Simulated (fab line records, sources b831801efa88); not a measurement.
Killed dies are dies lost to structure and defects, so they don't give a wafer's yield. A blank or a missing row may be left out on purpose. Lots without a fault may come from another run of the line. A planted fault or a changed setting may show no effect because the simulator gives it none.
Which tool did it? | flow sky130 | 6 lots, 18 wafers sampled, at 3 steps of a route of 708

WHAT THE GAUGES READ, wafer by wafer
SKY_VT_ADJUST_NCORE_TW_MEAS_11.
lot  | measured     | on            | VT_ADJUST_NCORE_TW
L468 | day 9 11:05  | film_metro-01 | 219.5 219.1 219.3
L474 | day 10 22:00 | film_metro-03 | 220.7 221.9 220.3
L476 | day 11 19:39 | film_metro-02 | 218.1 218.8 217.5
L484 | day 14 16:17 | film_metro-01 | 205.8 205.2 206.0
L487 | day 15 08:05 | film_metro-03 | 220.6 220.8 220.9
L489 | day 15 18:49 | film_metro-03 | 220.6 220.2 220.6

WHICH TOOL RAN EACH LOT (tool, then ch and the chambers of the sampled wafers, then the start)
lot  | SKY_FIELD_ISO_ETCH_15             | SKY_VT_ADJUST_NCORE_IMPLANT_09
L468 | rie_diel-02 ch 0,2, day 2 14:38   | implanter-04 ch 0, day 9 10:50
L474 | rie_diel-02 ch 0,1, day 3 21:50   | implanter-03 ch 0, day 10 21:46
L476 | rie_diel-02 ch 0,3, day 4 17:05   | implanter-03 ch 0, day 11 19:26
L484 | rie_diel-02 ch 0,1,3, day 6 02:41 | implanter-03 ch 0, day 14 16:02
L487 | rie_diel-02 ch 0,1,3, day 7 00:47 | implanter-04 ch 0, day 15 07:53
L489 | rie_diel-03 ch 1,2, day 7 06:30   | implanter-04 ch 0, day 15 18:35
- SKY_FIELD_ISO_ETCH_15: etches the open film in CHF3/O2, stops on Si, target depth 180 nm, time 72 s.
- SKY_VT_ADJUST_NCORE_IMPLANT_09

THE ANSWER, worked out from the rows above alone
Rule: what is usual is taken from the lots themselves. Put in order of their means at a reading, lots are off if they are a third of the lots or fewer, leave a main group of 4 or more, and stand apart from it by a gap of 3 or more times the standard deviation of the main group's means; of several such gaps the widest counts. A main group whose means are all the same, to the digits that the tables above print for the reading, isn't used. A lot without any number at a reading at which 4 lots or more have one is off too. The other lots that the step has rows for count as sound.
Off: L484, at SKY_VT_ADJUST_NCORE_TW_MEAS_11 (VT_ADJUST_NCORE_TW). The main group: mean 219.9, standard deviation 1.1.
A tool fits if, at a process step before that reading, it ran every lot that is off, and no sound lot after the first of them. The gauges at SKY_VT_ADJUST_NCORE_TW_MEAS_11 are tried like those tools. Can't be told from this: 2 tools fit, implanter-03 at SKY_VT_ADJUST_NCORE_IMPLANT_09, film_metro-01 at SKY_VT_ADJUST_NCORE_TW_MEAS_11.

WHAT THE SIMULATOR HAD PUT IN
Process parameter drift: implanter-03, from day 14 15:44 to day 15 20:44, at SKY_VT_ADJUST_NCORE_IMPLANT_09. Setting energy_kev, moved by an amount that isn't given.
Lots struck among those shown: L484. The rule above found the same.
